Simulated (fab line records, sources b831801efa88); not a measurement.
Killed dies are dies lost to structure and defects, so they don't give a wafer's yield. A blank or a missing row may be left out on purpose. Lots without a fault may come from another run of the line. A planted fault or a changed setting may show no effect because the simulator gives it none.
A struck lot beside a sound one | flow gf180mcu | 18 steps out of a route of 602
Sound: wafers L876.1, L876.3, L876.6. Struck: wafers L885.3, L885.4, L885.6. The cause comes at the end.
At each step with rows: each side's tool, then ch and its chambers, then its first start. Under that, the readings that differ: sound wafers | struck wafers | difference of the means | sigmas: that difference in standard deviations of wafers without a fault.
alike: readings whose means differ by less than 2 such deviations, and words and numbers that are the same on both sides. not compared: withheld readings, readings that some wafer has no value for, bounds like >300 that may hide the same value, and numbers for which the record gives no deviation and whose values overlap.
The two part at a step that has a row with sigmas, a row that says differs or no value, or rows on one side only. Numbers that don't overlap but have no deviation are shown without sigmas and don't part them. A reading that every wafer of one side lacks parts them only if that side has two wafers or more.

first, 3 steps without rows for these wafers: GF_V2_EXPOSE_11 (exposes mask Via2, target cd 260 nm); GF_V2_PEB_12 (peb time 90 s); GF_V2_DEVELOP_13 (develop time 60 s).
GF_V2_CD_MEAS_14: target cd 260 nm.
  sound on cd_sem-02, day 20 21:23; struck on cd_sem-01, day 24 01:31
  alike: cd_nm
GF_V2_OVL_MEAS_15:
  sound on overlay-01, day 20 21:31; struck on overlay-01, day 24 01:37
  alike: V2_OVL
GF_V2_ETCH_16: etches BARC in N2/H2.
  sound on rie_diel-01 ch 1,2,3, day 20 21:32; struck on rie_diel-04 ch 0,1,2, day 24 01:38
  alike: drypump_motor_current_A, oes_product_au, throttle_valve_pct
GF_V2_ETCH_17: etches SiO2 in C4F8/O2/Ar, stops on TiN, target depth 630 nm.
  sound on rie_diel-01 ch 1,2,3; struck on rie_diel-04 ch 0,1,2
  alike: oes_product_au
GF_V2_STRIP_18: strips in O2/N2.
  sound on plasma_asher-02 ch 0, day 20 21:40; struck on plasma_asher-03 ch 0,1, day 24 01:48
  alike: drypump_motor_current_A, heater_power_w, oes_product_au, platen_temp_c
  not compared: rf_hours_counter_h
then, 2 steps without rows for these wafers: GF_V2_STRIP_19 (strips in post etch residue remover, time 1200 s); GF_V2_CLEAN_20 (cleans in DIW).
GF_V2_SPUTTER_21: material Ti, target thk 15 nm, time 80.02 s.
  sound on pvd_sputter-02, day 20 22:14; struck on pvd_sputter-04, day 24 02:18
  alike: throttle_valve_pct
then, 1 step without rows for these wafers: GF_V2_SPUTTER_22 (material TiN, target thk 10 nm, time 40 s).
GF_V2_CVD_23: deposits W, target thk 350 nm, time 104.94 s.
  sound on cvd_w-01 ch 0,1, day 20 22:20; struck on cvd_w-01 ch 0,1, day 24 02:26
  reading                          | sound                | struck               | difference | sigmas
  heater_power_outer_w (W)         | 504 473 518          | 638 573 577          | +98        | +3
  susceptor_temp_C (C)             | 399.66 400.19 400.34 | 430.99 431.26 431.36 | +31.14     | +99 or more
  model.W_of_V2_CVD_23.thk_nm (nm) | 359.4 356.8 358.4    | 588.4 583.5 581.6    | +226.3     |
  alike: heater_power_w
GF_V2_RS_MEAS_24: measures by four-point-probe.
  sound on film_metro-04, day 20 22:27; struck on film_metro-04, day 24 02:33
  reading          | sound             | struck            | difference | sigmas
  V2_W_RS (ohm/sq) | 0.318 0.321 0.319 | 0.194 0.195 0.196 | -0.124     | -38
GF_V2_THK_MEAS_25: measures by xrf.
  sound on film_metro-04, day 20 22:34; struck on film_metro-04, day 24 02:39
  reading       | sound       | struck | difference                    | sigmas
  V2_W_THK (nm) | 358 358 356 | - - -  | no value on the struck wafers |
GF_V2_CMP_26: polishes, stops on SiO2, t overpolish 15 s, target thk 0 nm.
  sound on cmp-02 ch 2,3, day 20 22:47; struck on cmp-02 ch 0,2, day 24 02:41
  reading                | sound    | struck      | difference | sigmas
  time_to_endpoint_s (s) | 92 90 92 | 139 144 144 | +51        | +15
  alike: motor_current_A, slurry_flow_ml_min
GF_M3_SPUTTER_00: material Ti, target thk 37.5 nm, time 150 s.
  sound on pvd_sputter-02, day 20 23:05; struck on pvd_sputter-02, day 24 02:59
  alike: throttle_valve_pct
GF_PASSIVATION_PROBE_99:
  the record has rows for the sound wafers here (prober-01, day 29 13:50) and none for the struck ones

WHERE THEY PART
First at GF_V2_CVD_23; last, within this record, at GF_PASSIVATION_PROBE_99.

WHY: what the simulator had put in
Process parameter drift: cvd_w-01, from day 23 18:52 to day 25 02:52, at GF_V2_CVD_23. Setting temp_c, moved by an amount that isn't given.
